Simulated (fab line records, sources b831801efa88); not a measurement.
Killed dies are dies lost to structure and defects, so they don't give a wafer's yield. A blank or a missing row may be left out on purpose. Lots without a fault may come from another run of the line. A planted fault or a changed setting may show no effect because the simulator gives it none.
Problem report in the 8D (eight disciplines) form, filled by code | flow gf180mcu | the parts of the form that need people (team, actions taken, sign-off) are left out

1. THE PROBLEM
NSD_OVL at GF_NSD_OVL_MEAS_08 reads a mean of -79.2 nm on 6 wafers of 2 lots; wafers without a fault read -0.2 nm with a standard deviation of 1.5. That is -53 standard deviations from the usual mean.
First seen on wafer L545.1, day 18 01:56, on overlay-01. The record holds 42 wafers of 14 lots with a number at this step. Rule for "out", or "out of limits": more than 4 standard deviations from the usual mean. The other wafers with a number count as sound.

2. WHAT IT IS AND WHAT IT IS NOT
question                    | is                     | is not
which readings at this step | NSD_OVL                | -
which lots                  | L545, L546             | L531, L532, L533, L534, L535, L536, L537, L538, L539, L540, L549, L552
which wafers of those lots  | all that have a number | -
read on which gauges        | overlay-01, overlay-02 | -
when                        | from day 18 01:56      | up to then (30 sound wafers); but 6 sound wafers of L549, L552 came after

3. SUSPECTS, AND WHAT RULES EACH OUT
Counting: a tool at a process step up to the reading stays a suspect if it ran every lot that is out and no sound lot after the first of them.
- the gauge at GF_NSD_OVL_MEAS_08: ruled out. The wafers that are out were read on 2 gauges (overlay-01, overlay-02).
- iline_stepper-02 at GF_NSD_EXPOSE_04 (exposes mask Nplus, target cd 400 nm): kept. It ran every lot that is out, first L545 (day 17 14:17), and no sound lot after that; its last sound lot up to then is L540 (day 16 00:41).
Left after counting: iline_stepper-02 at GF_NSD_EXPOSE_04.

4. THE CAUSE (what the simulator had put in)
Scanner matching overlay: iline_stepper-02, from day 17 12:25 on, at GF_NSD_EXPOSE_04. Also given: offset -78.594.
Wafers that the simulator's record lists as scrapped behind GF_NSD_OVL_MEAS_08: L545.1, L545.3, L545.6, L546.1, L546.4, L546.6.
Counting left only this tool.

5. THE CHAIN OF EFFECTS, in route order
Each row: a reading whose mean over the struck wafers that have a number lies more than 3 standard deviations from the usual. Only readings for which the record gives a usual standard deviation are gone through. hours: the time from each lot's start at the first step in this table that gives one to its start at this step, as a median over the lots. sigmas: the change in usual standard deviations.
hours | step               | reading | usual   | on struck wafers | change | sigmas
0     | GF_NSD_OVL_MEAS_08 | NSD_OVL | -0.2 nm | -79.2            | -79.0  | -53

6. WHAT WOULD HAVE CAUGHT IT SOONER
In this record the first reading out of limits at a measuring or inspecting step was taken at day 18 01:56, 14 hours after the fault began at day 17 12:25.
All the lots that are out (2) had begun GF_NSD_EXPOSE_04 on iline_stepper-02 by day 18 01:56. A hold on the tool at that time would have spared none of them.
